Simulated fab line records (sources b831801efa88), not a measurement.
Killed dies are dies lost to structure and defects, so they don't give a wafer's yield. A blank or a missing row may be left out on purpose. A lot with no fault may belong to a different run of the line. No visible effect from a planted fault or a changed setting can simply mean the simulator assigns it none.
Which tool did it? :: flow sky130 :: at 1 step of a route of 708, 6 lots with 17 wafers sampled

== WHAT THE GAUGES READ, wafer by wafer ==
SKY_LDD_HVN_OVL_MEAS_07.
lot: L752
measured: day 21 04:32
on: overlay-02
LDD_HVN_OVL (nm): 2.0 0.9 3.4

lot: L755
measured: day 22 00:43
on: overlay-02
LDD_HVN_OVL (nm): 0.1 0.2 -1.2

lot: L759
measured: day 23 15:50
on: overlay-01
LDD_HVN_OVL (nm): -2.3 -2.1 -2.6

lot: L761
measured: day 24 07:05
on: overlay-02
LDD_HVN_OVL (nm): 0.0 1.4 0.8

lot: L765
measured: day 25 18:14
on: overlay-01
LDD_HVN_OVL (nm): -0.5 -1.4 0.6

lot: L767
measured: day 26 13:11
on: overlay-02
LDD_HVN_OVL (nm): -1.2 1.9

== WHAT TOOL EACH LOT RAN ON (gives the tool, then ch and the chambers of the sampled wafers, and finally the start) ==
Record: no process step prior to these readings.

== THE ANSWER, worked out from the rows above alone ==
Rule: what is usual is taken from the lots themselves. Put in order of their means at a reading, lots are off if they are a third of the lots or fewer, leave a main group of 4 or more, and stand apart from it by a gap of 3 or more times the standard deviation of the main group's means; of several such gaps the widest counts. Not used: any main group whose means are identical at the precision the tables above print for the reading. Also off: a lot with no number at a reading for which 4 or more lots have one. Any other lot the step has rows for is counted as sound.
None of the lots is off at any reading shown; this tells nothing.

== WHAT THE SIMULATOR PUT IN ==
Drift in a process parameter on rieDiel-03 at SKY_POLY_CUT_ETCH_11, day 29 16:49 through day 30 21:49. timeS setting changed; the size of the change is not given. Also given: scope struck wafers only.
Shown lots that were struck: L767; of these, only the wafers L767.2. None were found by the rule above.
